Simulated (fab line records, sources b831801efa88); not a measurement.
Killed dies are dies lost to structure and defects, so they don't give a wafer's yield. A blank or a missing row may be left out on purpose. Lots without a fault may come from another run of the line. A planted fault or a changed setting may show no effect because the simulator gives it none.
Which tool did it? | flow gf180mcu | 7 lots, 21 wafers sampled, at 2 steps of a route of 602

WHAT THE GAUGES READ, wafer by wafer
GF_CONTACT_THK_MEAS_01.
lot  | measured     | on            | CONTACT_CVD_00_THK (nm)
L775 | day 15 13:35 | film_metro-04 | 296.7 299.1 294.1
L777 | day 16 07:55 | film_metro-04 | 299.6 302.7 301.5
L779 | day 17 14:55 | film_metro-04 | 297.4 296.1 295.7
L785 | day 19 02:36 | film_metro-03 | 299.7 300.8 295.8
L787 | day 19 20:25 | film_metro-03 | 299.7 303.7 299.9
L789 | day 20 14:10 | film_metro-03 | 298.6 298.8 298.9
L791 | day 24 07:37 | film_metro-03 | 299.7 303.5 299.8

WHICH TOOL RAN EACH LOT (tool, then ch and the chambers of the sampled wafers, then the start)
lot  | GF_CONTACT_CVD_00
L775 | hdpcvd-01 ch 0,1,2, day 15 13:31
L777 | hdpcvd-01 ch 0,2, day 16 07:52
L779 | hdpcvd-01 ch 0,1,2, day 17 14:53
L785 | hdpcvd-02 ch 0,1, day 19 02:33
L787 | hdpcvd-01 ch 1,2, day 19 20:22
L789 | hdpcvd-01 ch 0,1, day 20 14:07
L791 | hdpcvd-01 ch 0,1, day 24 07:35
- GF_CONTACT_CVD_00: deposits SiO2, target thk 300 nm, time 50 s.

THE ANSWER, worked out from the rows above alone
Rule: what is usual is taken from the lots themselves. Put in order of their means at a reading, lots are off if they are a third of the lots or fewer, leave a main group of 4 or more, and stand apart from it by a gap of 3 or more times the standard deviation of the main group's means; of several such gaps the widest counts. A main group whose means are all the same, to the digits that the tables above print for the reading, isn't used. A lot without any number at a reading at which 4 lots or more have one is off too. The other lots that the step has rows for count as sound.
No lot is off at any reading shown: from this, nothing can be told.

WHAT THE SIMULATOR HAD PUT IN
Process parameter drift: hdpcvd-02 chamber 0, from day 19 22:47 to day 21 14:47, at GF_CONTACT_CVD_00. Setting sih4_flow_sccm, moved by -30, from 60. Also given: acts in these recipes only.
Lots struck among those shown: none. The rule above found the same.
